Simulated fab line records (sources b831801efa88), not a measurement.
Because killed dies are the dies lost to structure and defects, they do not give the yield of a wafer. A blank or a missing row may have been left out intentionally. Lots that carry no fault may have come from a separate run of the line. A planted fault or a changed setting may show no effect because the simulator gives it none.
Matching of chambers || flow gf180mcu || GF_V3_ETCH_16 on rie diel-03: 4 sister chambers
The step etches BARC in N2/H2. 4 wafers are shown with their chamber, then 10 later ones without.

== WAFERS PAIRED WITH THEIR CHAMBERS ==
{"wafer": "L077.3", "chamber": 0, "drypump motor current A (A)": 5.2}
{"wafer": "L082.5", "chamber": 2, "drypump motor current A (A)": 6.3}
{"wafer": "L091.2", "chamber": 3, "drypump motor current A (A)": 6.0}
{"wafer": "L091.3", "chamber": 1, "drypump motor current A (A)": 5.7}

== WAFERS WHOSE CHAMBER IS MISSING ==
{"wafer": "L091.4", "drypump motor current A (A)": 5.2}
{"wafer": "L092.2", "drypump motor current A (A)": 6.0}
{"wafer": "L092.5", "drypump motor current A (A)": 6.3}
{"wafer": "L092.6", "drypump motor current A (A)": 6.0}
{"wafer": "L093.2", "drypump motor current A (A)": 6.3}
{"wafer": "L093.3", "drypump motor current A (A)": 6.0}
{"wafer": "L093.5", "drypump motor current A (A)": 6.1}
{"wafer": "L095.2", "drypump motor current A (A)": 5.3}
{"wafer": "L095.4", "drypump motor current A (A)": 5.7}
{"wafer": "L095.6", "drypump motor current A (A)": 5.2}

== CHAMBER TAKEN BY EACH ==
{"wafer": "L091.4", "from the rows above": 0, "in truth": 0}
{"wafer": "L092.2", "from the rows above": 3, "in truth": 3}
{"wafer": "L092.5", "from the rows above": 2, "in truth": 2}
{"wafer": "L092.6", "from the rows above": 3, "in truth": 3}
{"wafer": "L093.2", "from the rows above": 2, "in truth": 2}
{"wafer": "L093.3", "from the rows above": 3, "in truth": 3}
{"wafer": "L093.5", "from the rows above": 3, "in truth": 3}
{"wafer": "L095.2", "from the rows above": 0, "in truth": 0}
{"wafer": "L095.4", "from the rows above": 1, "in truth": 1}
{"wafer": "L095.6", "from the rows above": 0, "in truth": 0}
Placed correctly: 10 of 10. Number that these rows cannot place: 0. Placed wrongly: 0.
How it was worked out, from the rows above alone: a wafer's distance from a chamber is the root of the sum, over the readings, of the square of ((its reading less the chamber's mean) divided by the reading's scatter). If the next closest chamber is less than 2 further off than the closest, the wafer can't be placed; otherwise it belongs to the closest. For every chamber, the mean is computed from those of its wafers that are shown. The scatter (one wafer shown for each chamber): square how far every hidden wafer sits from the nearest shown wafer, average those squares and take the square root.
